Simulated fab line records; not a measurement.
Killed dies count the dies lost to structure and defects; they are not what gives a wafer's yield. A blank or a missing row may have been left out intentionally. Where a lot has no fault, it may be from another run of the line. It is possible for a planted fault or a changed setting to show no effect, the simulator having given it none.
Chamber matching | flow gf180mcu | 4 sister chambers for GF_V1_CMP_04 on cmp-02
The step polishes SiO2. 4 wafers are shown with their chamber, then 12 later ones without.

WAFERS, EACH WITH ITS CHAMBER
wafer  | chamber | motorCurrentA (A)
L088.5 | 1       | 10.6
L090.2 | 0       | 11.9
L090.5 | 2       | 10.7
L090.6 | 3       | 11.4

WAFERS WITHOUT THEIR CHAMBER
wafer  | motorCurrentA (A)
L091.1 | 10.9
L091.2 | 10.3
L091.6 | 10.4
L092.4 | 11.1
L092.5 | 10.8
L092.6 | 11.5
L095.2 | 11.7
L095.5 | 11.6
L095.6 | 11.1
L097.3 | 10.3
L097.4 | 10.2
L097.6 | 10.2

EACH ONE'S CHAMBER
wafer  | from the rows above               | in truth
L091.1 | can't be placed: 2 or 1 or 3      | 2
L091.2 | can't be placed: 1 or 2           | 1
L091.6 | can't be placed: 1 or 2           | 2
L092.4 | can't be placed: 3 or 2 or 1 or 0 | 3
L092.5 | can't be placed: 2 or 1 or 3      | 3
L092.6 | can't be placed: 3 or 0           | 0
L095.2 | can't be placed: 0 or 3           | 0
L095.5 | can't be placed: 3 or 0           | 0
L095.6 | can't be placed: 3 or 2 or 1 or 0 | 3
L097.3 | can't be placed: 1 or 2           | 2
L097.4 | can't be placed: 1 or 2           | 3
L097.6 | can't be placed: 1 or 2           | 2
0 of 12 placed correctly. Not placeable from these rows: 12 (in 11, the candidates include the true chamber). 0 placed wrongly.
How it was worked out, from the rows above alone: a wafer's distance from a chamber is the root of the sum, over the readings, of the square of ((its reading less the chamber's mean) divided by the reading's scatter). If the next closest chamber is less than 2 further off than the closest, the wafer can't be placed; otherwise it belongs to the closest. For every chamber, the mean is computed from those of its wafers that are shown. The scatter: with one shown wafer a chamber, the root of the mean of the squares of how far each hidden wafer lies from its nearest shown one.
